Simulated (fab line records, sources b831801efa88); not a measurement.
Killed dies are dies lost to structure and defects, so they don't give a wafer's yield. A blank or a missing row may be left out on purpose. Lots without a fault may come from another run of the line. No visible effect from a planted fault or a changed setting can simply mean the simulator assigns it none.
Problem report, 8D (eight disciplines) form, completed by code    flow sky130    the parts of the form that need people (team, actions taken, sign-off) are left out

== 1. WHAT WENT WRONG ==
VT_ADJUST_NCORE_TW at SKY_VT_ADJUST_NCORE_TW_MEAS_11 reads a mean of 231.8 on 6 wafers of 2 lots; wafers without a fault read 218.6 with a standard deviation of 1.2. That is +11 standard deviations from the usual mean.
First seen on wafer L583.1, day 11 11:23, on film-metro-03. The record holds 39 wafers of 13 lots with a number at this step. The rule behind "out" and "out of limits": a value lying over 4 standard deviations away from the usual mean. All remaining wafers that have a number are taken as sound.

== 2. WHAT IT IS AND WHAT IT IS NOT ==
question                     is                            is not
which readings at this step  VT_ADJUST_NCORE_TW            -
which lots                   L583, L584                    L574, L576, L577, L578, L579, L580, L581, L582, L590, L594, L596
which wafers of those lots   all that have a number        -
read on which gauges         film-metro-02, film-metro-03  film-metro-04
when                         from day 11 11:23             up to then (24 sound wafers); but 9 sound wafers of L590, L594, L596 came after

== 3. THE SUSPECTS, EACH WITH WHAT RULES IT OUT ==
Counting: a tool at a process step up to the reading stays a suspect if it ran every lot that is out and no sound lot after the first of them.
- the gauge at SKY_VT_ADJUST_NCORE_TW_MEAS_11 is ruled out. The wafers that are out were read on 2 gauges (film-metro-02, film-metro-03).
- implanter-03 at SKY_VT_ADJUST_NCORE_IMPLANT_09: ruled out as a lasting fault. The sound lots L596 went through it after L583, its earliest lot that is out (day 11 11:08).
Left after counting: nothing in the record.

== 4. THE CAUSE (what the simulator had put in) ==
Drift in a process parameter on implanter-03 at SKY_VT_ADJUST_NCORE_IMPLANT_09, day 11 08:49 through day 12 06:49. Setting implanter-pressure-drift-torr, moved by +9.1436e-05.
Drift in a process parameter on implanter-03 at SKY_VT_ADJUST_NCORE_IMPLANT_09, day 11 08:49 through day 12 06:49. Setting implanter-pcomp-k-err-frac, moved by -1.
Counting ruled it out, wrongly: the rule takes a fault to strike every lot that its tool runs from its start on, and this one did not.

== 5. THE EFFECT CHAIN, in route order ==
Rows list readings where the struck wafers' mean (over those with a number) sits beyond 3 standard deviations from the usual. Only readings for which the record gives a usual standard deviation are gone through. hours: the time from each lot's start at the first step in this table that gives one to its start at this step, as a median over the lots. sigmas: the change in usual standard deviations.
hours  step                            reading                    usual          on struck wafers  change     sigmas
0      SKY_VT_ADJUST_NCORE_IMPLANT_09  beam-on-s                  10.01 s        12.08             +2.07      +10
0      SKY_VT_ADJUST_NCORE_IMPLANT_09  end-station-pressure-torr  5.01e-06 Torr  9.39e-05          +8.89e-05  +99 or more
0      SKY_VT_ADJUST_NCORE_IMPLANT_09  faraday-current-uA         13.53          11.32             -2.21      -7.9
0      SKY_VT_ADJUST_NCORE_TW_MEAS_11  VT_ADJUST_NCORE_TW         218.6          231.8             +13.2      +11
Process steps it contains:
- SKY_VT_ADJUST_NCORE_IMPLANT_09
Later measuring or inspecting steps at which every struck wafer that the step has a row for has a number for every such reading, and none has moved that far: SKY_VT_ADJUST_HVTR_CD_MEAS_07.

== 6. HOW IT WOULD HAVE BEEN CAUGHT EARLIER ==
Counted from the fault's start at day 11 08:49, it took 3 hours until the first out-of-limits reading at a measuring or inspecting step in this record, taken at day 11 11:23.
At SKY_VT_ADJUST_NCORE_IMPLANT_09, the tool's own readings (beam-on-s, end-station-pressure-torr, faraday-current-uA) were out on each struck wafer the step has a row for, so an alarm limit on them would have fired on the first such wafer.
